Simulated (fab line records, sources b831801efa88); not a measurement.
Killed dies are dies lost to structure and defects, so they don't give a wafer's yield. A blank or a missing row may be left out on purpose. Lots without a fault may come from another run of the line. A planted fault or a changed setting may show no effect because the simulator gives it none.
Which tool did it? | flow gf180mcu | 14 lots, 42 wafers sampled, at 4 steps of a route of 602

WHAT THE GAUGES READ, wafer by wafer
The record holds no reading of a measuring or inspecting step that can be judged against a usual standard deviation.

WHICH TOOL RAN EACH LOT (tool, then ch and the chambers of the sampled wafers, then the start)
lot  | GF_M3_SPUTTER_00             | GF_M3_METAL_ETCH_16               | GF_V3_EXPOSE_11                   | GF_V3_ETCH_16
L103 | pvd_sputter-03, day 20 16:00 | rie_metal-03 ch 0,1, day 21 16:08 | krf_scanner-02 ch 0, day 22 05:19 | rie_diel-02 ch 0,2,3, day 22 16:41
L106 | pvd_sputter-01, day 21 18:08 | rie_metal-01 ch 0,1, day 22 17:41 | krf_scanner-01 ch 0, day 23 06:08 | rie_diel-03 ch 1,2, day 23 17:50
L107 | pvd_sputter-04, day 22 05:21 | rie_metal-02 ch 0,1, day 23 04:40 | krf_scanner-01 ch 0, day 23 17:38 | rie_diel-03 ch 0,3, day 24 04:08
L108 | pvd_sputter-03, day 22 13:32 | rie_metal-03 ch 0,1, day 23 12:08 | krf_scanner-01 ch 0, day 24 00:58 | rie_diel-01 ch 1,2,3, day 24 11:49
L109 | pvd_sputter-03, day 23 00:14 | rie_metal-02 ch 0,1, day 23 23:10 | krf_scanner-01 ch 0, day 24 11:20 | rie_diel-01 ch 1,2, day 24 22:23
L111 | pvd_sputter-01, day 23 19:24 | rie_metal-01 ch 0,1, day 24 17:14 | krf_scanner-02 ch 0, day 25 05:41 | rie_diel-01 ch 0,3, day 25 16:05
L112 | pvd_sputter-04, day 24 00:55 | rie_metal-03 ch 0,1, day 24 23:40 | krf_scanner-02 ch 0, day 25 11:13 | rie_diel-02 ch 0,1,3, day 25 21:58
L114 | pvd_sputter-03, day 24 18:19 | rie_metal-01 ch 0,1, day 25 16:23 | krf_scanner-01 ch 0, day 26 04:46 | rie_diel-03 ch 0,2,3, day 26 15:00
L115 | pvd_sputter-04, day 25 02:32 | rie_metal-03 ch 0,1, day 26 00:11 | krf_scanner-02 ch 0, day 26 12:14 | rie_diel-02 ch 0,2,3, day 26 22:54
L117 | pvd_sputter-04, day 25 18:10 | rie_metal-02 ch 1, day 26 15:17   | krf_scanner-02 ch 0, day 27 03:36 | rie_diel-02 ch 0,2,3, day 27 14:02
L120 | pvd_sputter-01, day 26 15:35 | rie_metal-02 ch 0, day 27 12:13   | krf_scanner-02, day 27 23:35      | rie_diel-03 ch 2,3, day 28 09:35
L121 | pvd_sputter-04, day 26 22:54 | rie_metal-03 ch 0,1, day 27 19:28 | krf_scanner-02, day 28 05:58      | rie_diel-03 ch 1,2,3, day 28 15:50
L124 | pvd_sputter-04, day 27 20:32 | rie_metal-01 ch 0,1, day 28 16:28 | krf_scanner-02 ch 0, day 29 03:32 | rie_diel-03 ch 0,2,3, day 29 13:25
L125 | pvd_sputter-04, day 28 02:26 | rie_metal-02 ch 0,1, day 28 21:59 | krf_scanner-01 ch 0, day 29 09:22 | rie_diel-02 ch 0,1,2, day 29 18:38
- GF_M3_SPUTTER_00: material Ti, target thk 37.5 nm, time 150 s.
- GF_M3_METAL_ETCH_16: etches the open film in Cl2/BCl3, stops on SiO2, target depth 750.8 nm, time 125.1 s.
- GF_V3_EXPOSE_11: exposes mask Via3, target cd 260 nm.
- GF_V3_ETCH_16: etches BARC in N2/H2.

WHAT THE TOOLS THEMSELVES READ (means of the sampled wafers that have a number; where no wafer has one, the mark that the record gives instead)
GF_M3_SPUTTER_00. Usual: cathode_dc_power_W 4000.0 W, standard deviation 0.76; chamber_pressure_pa 1.999 Pa, standard deviation 0.0041; throttle_valve_pct 30.4 %, standard deviation 0.99.
lot  | tool           | cathode_dc_power_W (W) | chamber_pressure_pa (Pa) | throttle_valve_pct (%) | flag
L103 | pvd_sputter-03 | 4000.0                 | 2.002                    | 29.9                   |
L106 | pvd_sputter-01 | 4001.0                 | 1.993                    | 30.7                   |
L107 | pvd_sputter-04 | 3999.5                 | 1.997                    | 30.4                   |
L108 | pvd_sputter-03 | 3999.7                 | 2.000                    | 30.2                   |
L109 | pvd_sputter-03 | 4000.5                 | 1.999                    | 28.7                   |
L111 | pvd_sputter-01 | 3999.7                 | 1.995                    | 31.0                   |
L112 | pvd_sputter-04 | 4000.4                 | 2.001                    | 30.4                   |
L114 | pvd_sputter-03 | 4000.5                 | 1.999                    | 29.4                   |
L115 | pvd_sputter-04 | 3999.7                 | 1.999                    | 30.5                   |
L117 | pvd_sputter-04 | 3999.7                 | 2.001                    | 30.2                   |
L120 | pvd_sputter-01 | 4000.2                 | 2.001                    | 31.0                   |
L121 | pvd_sputter-04 | 3999.6                 | 2.001                    | 30.3                   |
L124 | pvd_sputter-04 | 3999.8                 | 2.001                    | 31.0                   |
L125 | pvd_sputter-04 | 4000.4                 | 2.002                    | 31.2                   |

GF_M3_METAL_ETCH_16. Usual: drypump_motor_current_A 5.30 A, standard deviation 0.27; oes_product_au 0.991 a.u., standard deviation 0.0059; rf_fwd_power_W 796.5 W, standard deviation 2.6; throttle_valve_pct 28.229 %, standard deviation 0.0095.
lot  | tool         | drypump_motor_current_A (A) | oes_product_au (a.u.) | rf_fwd_power_W (W) | throttle_valve_pct (%) | flag
L103 | rie_metal-03 | 5.23                        | 0.986                 | 795.9              | 28.238                 |
L106 | rie_metal-01 | 5.38                        | 0.992                 | 797.4              | 28.213                 |
L107 | rie_metal-02 | 5.36                        | 0.993                 | 798.5              | 28.222                 |
L108 | rie_metal-03 | 5.24                        | 0.980                 | 795.2              | 28.235                 |
L109 | rie_metal-02 | 5.38                        | 0.995                 | 799.5              | 28.223                 |
L111 | rie_metal-01 | 5.34                        | 0.992                 | 794.8              | 28.232                 |
L112 | rie_metal-03 | 5.30                        | 0.990                 | 795.5              | 28.231                 |
L114 | rie_metal-01 | 5.37                        | 0.990                 | 793.2              | 28.228                 |
L115 | rie_metal-03 | 5.31                        | 0.996                 | 796.7              | 28.226                 |
L117 | rie_metal-02 | 4.86                        | 0.993                 | 796.6              | 28.227                 |
L120 | rie_metal-02 | 5.63                        | 0.998                 | 799.8              | 28.230                 |
L121 | rie_metal-03 | 5.24                        | 0.993                 | 798.9              | 28.229                 |
L124 | rie_metal-01 | 5.40                        | 0.994                 | 793.4              | 28.224                 |
L125 | rie_metal-02 | 5.39                        | 0.984                 | 795.7              | 28.229                 |

GF_V3_EXPOSE_11. Usual: exposure_dose_mJ_cm2 37.94, standard deviation 0.043; focus_offset_nm 0.0 nm, standard deviation 0.5.
lot  | tool           | exposure_dose_mJ_cm2 | focus_offset_nm (nm) | flag
L103 | krf_scanner-02 | 38.00                | 0.2                  |
L106 | krf_scanner-01 | 37.94                | -0.0                 |
L107 | krf_scanner-01 | 37.89                | 0.7                  |
L108 | krf_scanner-01 | 37.93                | 0.1                  |
L109 | krf_scanner-01 | 37.89                | -0.2                 |
L111 | krf_scanner-02 | 37.93                | -0.4                 |
L112 | krf_scanner-02 | 37.96                | 0.1                  |
L114 | krf_scanner-01 | 37.89                | 0.0                  |
L115 | krf_scanner-02 | 37.95                | -0.2                 |
L117 | krf_scanner-02 | 38.02                | -0.1                 |
L120 | krf_scanner-02 | -                    | -                    | OFF
L121 | krf_scanner-02 | -                    | -                    | OFF
L124 | krf_scanner-02 | 37.92                | 0.1                  |
L125 | krf_scanner-01 | 37.88                | -0.3                 |

GF_V3_ETCH_16. Usual: drypump_motor_current_A 5.6 A, standard deviation 0.32; oes_product_au 0.855 a.u., standard deviation 0.0048; rf_fwd_power_W 494.5 W, standard deviation 2.3; throttle_valve_pct 13.224 %, standard deviation 0.0093.
lot  | tool        | drypump_motor_current_A (A) | oes_product_au (a.u.) | rf_fwd_power_W (W) | throttle_valve_pct (%) | flag
L103 | rie_diel-02 | 5.6                         | 0.859                 | 493.5              | 13.226                 |
L106 | rie_diel-03 | 5.6                         | 0.854                 | 494.9              | 13.220                 |
L107 | rie_diel-03 | 5.4                         | 0.853                 | 493.8              | 13.225                 |
L108 | rie_diel-01 | 6.1                         | 0.852                 | 494.8              | 13.221                 |
L109 | rie_diel-01 | 6.1                         | 0.852                 | 495.8              | 13.222                 |
L111 | rie_diel-01 | 5.6                         | 0.859                 | 494.3              | 13.216                 |
L112 | rie_diel-02 | 5.6                         | 0.857                 | 493.6              | 13.230                 |
L114 | rie_diel-03 | 5.4                         | 0.854                 | 495.2              | 13.224                 |
L115 | rie_diel-02 | 5.6                         | 0.852                 | 493.6              | 13.229                 |
L117 | rie_diel-02 | 5.6                         | 0.858                 | 494.5              | 13.224                 |
L120 | rie_diel-03 | 5.5                         | 0.860                 | 496.2              | 13.220                 |
L121 | rie_diel-03 | 5.6                         | 0.847                 | 494.1              | 13.233                 |
L124 | rie_diel-03 | 5.4                         | 0.855                 | 495.7              | 13.217                 |
L125 | rie_diel-02 | 5.5                         | 0.855                 | 493.7              | 13.211                 |

THE ANSWER, worked out from the rows above alone
Rule: a lot is off if the mean of its wafers that have a number lies more than 3 standard deviations from the usual mean. A lot without any number at a reading at which 4 lots or more have one is off too. The other lots that the step has rows for count as sound. The gauges are gone through in route order, then the tools' own readings, and for those a lot's mean is taken as printed above. The first step at which some lot is off is used, and at that step the reading that is off furthest; a lot without a number counts as furthest.
Off: L120, L121, at GF_V3_EXPOSE_11 (exposure_dose_mJ_cm2). Without a number there: L120, L121.
A tool fits if, at that step or a process step before it, it ran every lot that is off, and no sound lot after the first of them. None of those tried fits.

WHAT THE SIMULATOR HAD PUT IN
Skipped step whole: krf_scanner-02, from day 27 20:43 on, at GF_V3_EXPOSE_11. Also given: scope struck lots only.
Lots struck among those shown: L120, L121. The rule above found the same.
